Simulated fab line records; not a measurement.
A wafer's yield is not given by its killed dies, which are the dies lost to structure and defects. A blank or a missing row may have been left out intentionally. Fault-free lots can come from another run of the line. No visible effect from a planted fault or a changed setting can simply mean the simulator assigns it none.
2 desks looking at one fault -- flow gf180mcu -- what lay behind the numbers comes last; until then each desk has only its own

== TOOL OWNER'S DESK, rtpAnneal-02 ==
Per lot that ran on this tool, the mean of the sampled wafers carrying a number, from the tool's own readings at GF_PSD_RTA_13 (time 20 s). The brackets show how far a lot's mean lies from the usual mean; more than 4 standard deviations puts the lot out of limits, marked OUT.
Columns: A = lampPowerPct at GF_PSD_RTA_13, usual 34.49 %; B = wafer_temp_C_max at GF_PSD_RTA_13, usual 1028.3
lot,first seen here,A,B
L105,day 15 07:25,34.22,1028.4
L108,day 16 07:16,34.20,1029.2
L109,day 16 12:18,34.22,1029.4
L117,day 19 13:43,36.23 (+8.7) OUT,1050.8 (+27) OUT
L118,day 19 21:04,36.24 (+8.8) OUT,1050.4 (+27) OUT
This desk finds L117, L118 out of limits, L117 being first, at day 19 13:43 (lampPowerPct at GF_PSD_RTA_13). Within limits: L105, L108, L109.

== AT THE METROLOGY DESK ==
What the gauges read, lot by lot, whatever tool the lot ran on: means of the sampled wafers that have a number. The brackets show how far a lot's mean lies from the usual mean; more than 4 standard deviations puts the lot out of limits, marked OUT.
Columns: A = cdNm at GF_HV_LDD_CD_MEAS_31, usual 400.8 nm; B = NSD_OVL at GF_NSD_OVL_MEAS_08, usual -0.5 nm; C = cdNm at GF_PSD_CD_MEAS_07, usual 400.1 nm; D = NSD_RS at GF_PSD_RS_MEAS_14, usual 45.90 ohm/sq; E = PSD_RS at GF_PSD_RS_MEAS_15, usual 108.63 ohm/sq
lot,first seen here,A,B,C,D,E
L103,day 11 23:38,402.2,0.6,399.0,45.88,108.70
L104,day 12 08:48,401.7,-0.0,401.3,45.83,108.38
L105,day 12 13:44,398.7,-1.3,399.6,45.81,108.60
L107,day 13 02:45,401.5,-0.8,401.9,45.80,108.49
L108,day 13 10:44,403.0,0.4,404.3,45.92,108.72
L109,day 13 15:53,399.2,-1.3,401.9,45.88,108.57
L114,day 15 16:43,403.6,-0.8,398.7,45.96,108.73
L117,day 16 11:11,401.4,-0.5,401.3,42.54 (-35) OUT,99.13 (-33) OUT
L118,day 16 17:16,400.8,-0.9,398.7,42.68 (-34) OUT,99.50 (-31) OUT
L121,day 17 20:34,398.4,-1.2,401.7,45.94,108.61
L122,day 18 02:26,403.5,-1.9,401.1,45.91,108.71
L123,day 18 14:38,396.2,-0.3,405.4,45.97,108.59
L124,day 18 16:12,400.9,-0.3,399.4,45.97,108.41
This desk finds L117, L118 out of limits, with the earliest case on L117 at day 19 13:47 (NSD_RS at GF_PSD_RS_MEAS_14). Within limits: L103, L104, L105, L107, L108, L109, L114, L121, L122, L123, L124.

== ALL TOGETHER ==
At day 19 13:43, on L117, L118, the tool owner's desk was in a position to raise an alarm.
At day 19 13:47 the metrology desk could have sounded an alarm, on L117, L118.
All the named lots went through GF_PSD_RTA_13 on rtpAnneal-02.

== WHAT THE SIMULATOR HAD INSERTED ==
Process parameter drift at GF_PSD_RTA_13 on rtpAnneal-02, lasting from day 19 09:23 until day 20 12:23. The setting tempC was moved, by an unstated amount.
Shown lots that were struck: L117, L118.
Fault start to first reading out of limits, in hours, per desk: tool owner, 4; metrology, 4.
